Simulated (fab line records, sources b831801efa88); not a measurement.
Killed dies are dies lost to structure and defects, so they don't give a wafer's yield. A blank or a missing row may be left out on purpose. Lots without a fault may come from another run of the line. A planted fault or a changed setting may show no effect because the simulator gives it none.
A struck lot beside a sound one | flow sky130 | 43 steps out of a route of 708
Sound: wafers L715.1, L715.2, L715.4. Struck: wafer L720.1. (L720.3 of the same lot was not struck and is left out.) The cause comes at the end.
At each step with rows: each side's tool, then ch and its chambers, then its first start. Under that, the readings that differ: sound wafers | struck wafers | difference of the means | sigmas: that difference in standard deviations of wafers without a fault.
alike: readings whose means differ by less than 2 such deviations, and words and numbers that are the same on both sides. not compared: withheld readings, readings that some wafer has no value for, bounds like >300 that may hide the same value, and numbers for which the record gives no deviation and whose values overlap.
The two part at a step that has a row with sigmas, a row that says differs or no value, or rows on one side only. Numbers that don't overlap but have no deviation are shown without sigmas and don't part them. A reading that every wafer of one side lacks parts them only if that side has two wafers or more.

first, 6 steps without rows for these wafers: SKY_DNWELL_COAT_02 (resist thk 3000 nm); SKY_DNWELL_SOFTBAKE_03; SKY_DNWELL_EXPOSE_04 (exposes mask DNM, target cd 3000 nm); SKY_DNWELL_PEB_05; SKY_DNWELL_DEVELOP_06 (develop time 60 s); SKY_DNWELL_IMPLANT_07.
SKY_DNWELL_STRIP_08: strips in O2/N2.
  sound on plasma_asher-01 ch 0,1, day 3 23:19; struck on plasma_asher-04 ch 0, day 5 00:58
  alike: chamber_pressure_mTorr, drypump_motor_current_A, oes_product_au, strip_time_to_endpoint_s
  not compared: rf_hours_counter_h
SKY_DNWELL_TW_MEAS_09:
  sound on film_metro-04, day 3 23:25; struck on film_metro-03, day 5 01:04
  reading   | sound          | struck | difference | sigmas
  DNWELL_TW | 1115 1115 1119 | 1095   | -21        | -2
then, 4 steps without rows for these wafers: SKY_PWDE_DEHYDRATE_00 (time 60 s); SKY_PWDE_HMDS_01 (prime time 60 s); SKY_PWDE_COAT_02 (resist thk 3000 nm); SKY_PWDE_SOFTBAKE_03.
SKY_PWDE_EXPOSE_04: exposes mask PWDEM, target cd 840 nm.
  sound on iline_stepper-01 ch 0, day 4 08:14; struck on iline_stepper-01 ch 0, day 5 09:14
  alike: mask
then, 2 steps without rows for these wafers: SKY_PWDE_PEB_05; SKY_PWDE_DEVELOP_06 (develop time 60 s).
SKY_PWDE_OVL_MEAS_07:
  sound on overlay-02, day 4 15:59; struck on overlay-01, day 5 18:11
  alike: PWDE_OVL
then, 1 step without rows for these wafers: SKY_PWDE_IMPLANT_08.
SKY_PWDE_STRIP_09: strips in O2/N2.
  sound on plasma_asher-02 ch 0,1, day 4 16:11; struck on plasma_asher-03 ch 0, day 5 18:25
  alike: chamber_pressure_mTorr, drypump_motor_current_A, oes_product_au, strip_time_to_endpoint_s
  not compared: rf_hours_counter_h
SKY_PWDE_TW_MEAS_10:
  sound on film_metro-04, day 4 16:17; struck on film_metro-04, day 5 18:31
  alike: PWDE_TW
then, 7 steps without rows for these wafers: SKY_NWELL_DEHYDRATE_03 (time 60 s); SKY_NWELL_HMDS_04 (prime time 60 s); SKY_NWELL_COAT_05 (resist thk 3000 nm); SKY_NWELL_SOFTBAKE_06; SKY_NWELL_EXPOSE_07 (exposes mask NWM, target cd 840 nm); SKY_NWELL_PEB_08; SKY_NWELL_DEVELOP_09 (develop time 60 s).
SKY_NWELL_OVL_MEAS_10:
  sound on overlay-01, day 5 09:34; struck on overlay-01, day 6 12:19
  alike: NWELL_00_OVL
then, 3 steps without rows for these wafers: SKY_NWELL_IMPLANT_11; SKY_NWELL_IMPLANT_12; SKY_NWELL_IMPLANT_13.
SKY_NWELL_STRIP_14: strips in O2/N2.
  sound on plasma_asher-03 ch 0,1, day 5 10:04; struck on plasma_asher-04 ch 0, day 6 12:47
  reading                        | sound                | struck | difference | sigmas
  chamber_pressure_mTorr (mTorr) | 1501.8 1499.8 1500.5 | 1497.2 | -3.5       | -3
  alike: drypump_motor_current_A, oes_product_au, strip_time_to_endpoint_s
  not compared: rf_hours_counter_h
SKY_NWELL_TW_MEAS_15:
  sound on film_metro-03, day 5 10:10; struck on film_metro-04, day 6 12:53
  alike: NWELL_TW
then, 7 steps without rows for these wafers: SKY_NWELL_DEHYDRATE_16 (time 60 s); SKY_NWELL_HMDS_17 (prime time 60 s); SKY_NWELL_COAT_18 (resist thk 3000 nm); SKY_NWELL_SOFTBAKE_19; SKY_NWELL_EXPOSE_20 (exposes mask NWM COMPLEMENT, target cd 840 nm); SKY_NWELL_PEB_21; SKY_NWELL_DEVELOP_22 (develop time 60 s).
SKY_NWELL_OVL_MEAS_23:
  sound on overlay-02, day 6 04:01; struck on overlay-02, day 7 08:04
  reading           | sound          | struck | difference | sigmas
  NWELL_01_OVL (nm) | -1.3 -3.8 -1.1 | 1.3    | +3.4       | +2
then, 1 step without rows for these wafers: SKY_NWELL_IMPLANT_24.
SKY_NWELL_STRIP_25: strips in O2/N2.
  sound on plasma_asher-01 ch 0,1, day 6 04:13; struck on plasma_asher-03 ch 0, day 7 08:14
  alike: chamber_pressure_mTorr, drypump_motor_current_A, oes_product_au, strip_time_to_endpoint_s
  not compared: rf_hours_counter_h
-- the record jumps here: 41 days lie between the struck wafers' starts before and after (it left off in module NWELL and takes up again in module PAD_OPEN, whose first step shown is number 708 of the route) --
SKY_PAD_OPEN_PROBE_99:
  sound on prober-01, day 46 14:43; struck on prober-02, day 48 00:10
  reading                                   | sound           | struck | difference | sigmas
  killed_at_other                           | 0 0 1           | 3      | +3         | +4
  model.etest.res_p_drift_20v.width_nm (nm) | 828.1 829.4 823 | 854.4  | +27.6      |
  alike: killed_at_M0_to_M3, killed_at_M4_up, killed_at_contacts, killed_at_front_end, killed_dies, killed_open, killed_short

WHERE THEY PART
First at SKY_DNWELL_TW_MEAS_09; last, within this record, at SKY_PAD_OPEN_PROBE_99.

WHY: what the simulator had put in
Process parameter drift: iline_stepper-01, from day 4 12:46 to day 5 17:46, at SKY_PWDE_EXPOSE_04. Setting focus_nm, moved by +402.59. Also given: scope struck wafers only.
